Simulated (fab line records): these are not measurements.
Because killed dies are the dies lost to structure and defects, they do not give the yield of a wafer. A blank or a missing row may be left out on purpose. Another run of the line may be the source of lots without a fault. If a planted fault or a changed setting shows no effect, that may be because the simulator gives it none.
What tool caused it? -- flow sky130 -- 39 wafers from 13 lots sampled at 5 of the route's 708 steps

WHAT THE GAUGES SHOWED, per wafer
SKY_SONOS_ONO_THK_MEAS_01. Usual: SONOS_ONO_OXIDATION_THK typically reads 2.59 nm, with standard deviation 0.052.
lot,measured,on,SONOS_ONO_OXIDATION_THK (nm),flag
L857,day 11 15:27,film metro-03,2.47 2.59 2.55,
L858,day 11 20:50,film metro-01,2.61 2.66 2.62,
L859,day 12 02:20,film metro-03,2.57 2.56 2.57,
L861,day 12 21:10,film metro-04,2.54 2.64 2.55,
L862,day 13 00:54,film metro-03,2.59 2.64 2.58,
L866,day 14 11:35,film metro-01,2.63 2.50 2.65,
L867,day 14 22:54,film metro-03,2.60 2.55 2.60,
L868,day 15 10:53,film metro-04,2.63 2.66 2.62,
L871,day 16 06:19,film metro-03,2.58 2.57 2.61,
L873,day 17 03:59,film metro-03,2.57 2.53 2.61,
L876,day 17 20:34,film metro-03,2.60 2.69 2.57,
L880,day 19 08:03,film metro-03,2.60 2.63 2.68,
L879,day 19 10:20,film metro-04,2.64 2.65 2.65,

SKY_LDD_HVN_TW_MEAS_10. Usual: LDD_HVN_TW typically reads 1433, with standard deviation 14.
lot,measured,on,LDD_HVN_TW,flag
L857,day 20 07:31,film metro-02,1429 1437 1445,
L858,day 20 17:19,film metro-04,1416 1433 1424,
L859,day 20 21:13,film metro-04,1433 1421 1432,
L861,day 22 01:08,film metro-01,1449 1436 1447,
L862,day 22 04:04,film metro-04,1425 1422 1415,
L866,day 23 15:31,film metro-04,1422 1417 1415,
L867,day 24 06:14,film metro-04,1421 1429 1418,
L868,day 24 21:58,film metro-04,1416 1420 1425,
L871,day 25 15:38,film metro-01,1448 1436 1455,
L873,day 26 15:38,film metro-01,1448 1443 1439,
L876,day 27 04:39,film metro-01,1367 1366 1366 1370 1371 1372,OFF
L880,day 28 16:35,film metro-04,1421 1419 1413,
L879,day 28 17:47,film metro-04,1348 1345 1340 1340 1339 1342,OFF

SKY_LDD_LDN_TW_MEAS_13. Usual: LDD_LDN_TW typically reads 1480, with standard deviation 13.
lot,measured,on,LDD_LDN_TW,flag
L857,day 22 20:53,film metro-04,1463 1463 1458,
L858,day 23 07:13,film metro-03,1469 1471 1476,
L859,day 23 10:04,film metro-04,1449 1451 1449,
L861,day 24 14:30,film metro-01,1485 1483 1489,
L862,day 24 16:33,film metro-03,1482 1496 1486,
L866,day 26 03:33,film metro-01,1486 1487 1486,
L867,day 26 17:53,film metro-03,1481 1495 1495,
L868,day 27 08:25,film metro-01,1486 1491 1492,
L871,day 28 01:54,film metro-01,1495 1490 1490,
L873,day 29 04:27,film metro-01,1489 1484 1492,
L876,day 29 14:45,film metro-03,1475 1474 1482,
L880,day 31 00:12,film metro-03,1478 1465 1466,
L879,day 31 01:41,film metro-04,1455 1463 1460,

SKY_SD_P_OVL_MEAS_08. Usual: SD_P_OVL typically reads 0.5 nm, with standard deviation 1.3.
lot,measured,on,SD_P_OVL (nm),flag
L857,day 25 10:38,overlay-01,-1.6 -2.6 -1.4,
L858,day 25 20:19,overlay-01,-1.0 -0.2 -1.5,
L859,day 25 22:53,overlay-02,-0.6 0.3 0.1,
L861,day 27 04:09,overlay-01,-0.1 1.1 -0.1,
L862,day 27 05:02,overlay-01,0.5 1.4 0.5,
L866,day 28 14:24,overlay-02,1.7 2.0 2.7,
L867,day 29 05:23,overlay-01,-0.3 -0.7 -0.5,
L868,day 29 18:02,overlay-02,2.1 1.5 2.3,
L871,day 30 13:34,overlay-02,1.1 0.9 1.6,
L873,day 31 12:59,overlay-02,-1.4 1.7 1.4,
L876,day 32 00:18,overlay-02,1.1 1.0 0.7,
L880,day 33 07:41,overlay-01,-0.6 -1.8 0.3,
L879,day 33 16:10,overlay-02,-0.8 -1.8 -0.5,

EACH LOT AND THE TOOL THAT RAN IT (in order: tool; ch and the chambers of the sampled wafers; start)
lot,SKY_LDD_HVN_IMPLANT_08
L857,"implanter-04 ch 0, day 20 07:16"
L858,"implanter-04 ch 0, day 20 17:05"
L859,"implanter-04 ch 0, day 20 21:00"
L861,"implanter-03 ch 0, day 22 00:53"
L862,"implanter-03 ch 0, day 22 03:49"
L866,"implanter-04 ch 0, day 23 15:16"
L867,"implanter-03 ch 0, day 24 06:01"
L868,"implanter-01 ch 0, day 24 21:45"
L871,"implanter-01 ch 0, day 25 15:23"
L873,"implanter-01 ch 0, day 26 15:23"
L876,"implanter-03 ch 0, day 27 04:24"
L880,"implanter-04 ch 0, day 28 16:20"
L879,"implanter-03 ch 0, day 28 17:32"
- SKY_LDD_HVN_IMPLANT_08

WHAT THE TOOLS THEMSELVES READ (means of the sampled wafers that have a number; where no wafer has one, the mark that the record gives instead)
SKY_LDD_HVN_IMPLANT_08. Usual: beam energy keV 59.998, standard deviation 0.019; beam on s 9.98 s, standard deviation 0.21.
lot,tool,beam energy keV,beam on s (s),flag
L857,implanter-04,59.977,10.19,
L858,implanter-04,60.009,9.93,
L859,implanter-04,59.991,10.04,
L861,implanter-03,60.025,9.96,
L862,implanter-03,60.007,10.02,
L866,implanter-04,59.997,9.97,
L867,implanter-03,59.994,9.97,
L868,implanter-01,60.023,9.70,
L871,implanter-01,59.995,10.00,
L873,implanter-01,59.986,9.82,
L876,implanter-03,48.251,10.10,OFF
L880,implanter-04,60.023,10.15,
L879,implanter-03,48.235,9.98,OFF

THE ANSWER, worked out from the rows above alone
Rule: take the mean of a lot's wafers that have a number; if it is more than 3 standard deviations from the usual mean, the lot is off. A lot without any number at a reading at which 4 lots or more have one is off too. Any other lot the step has rows for is counted as sound. First the gauges in route order, then the tools' own readings, where a lot's mean is used as printed above. The first step at which some lot is off is used, and at that step the reading that is off furthest; a lot without a number counts as furthest.
Off: L876, L879, seen at SKY_LDD_HVN_TW_MEAS_10 (LDD_HVN_TW).
A tool fits if, at a process step before that reading, it ran every lot that is off, and no sound lot after the first of them. The gauges at SKY_LDD_HVN_TW_MEAS_10 aren't tried: what is off there is off at SKY_LDD_HVN_IMPLANT_08 too, on other tools, and a gauge's error can't cause that. One fits: implanter-03 at SKY_LDD_HVN_IMPLANT_08. A fault onset in the window from L867 (day 24 06:01, its last sound lot) to L876 (day 27 04:24, its first lot off) fits.
On the lots that are off, the tool's own readings at SKY_LDD_HVN_IMPLANT_08 differ by more than 5 times the standard deviation of the sound lots' means, which bears it out; beam energy keV reads 48.243 there versus 60.002 on the sound lots.

WHAT THE SIMULATOR HAD PUT IN
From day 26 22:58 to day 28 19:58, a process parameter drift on implanter-03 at SKY_LDD_HVN_IMPLANT_08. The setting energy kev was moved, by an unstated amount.
Shown lots that were struck: L876, L879. Same finding as the rule above.
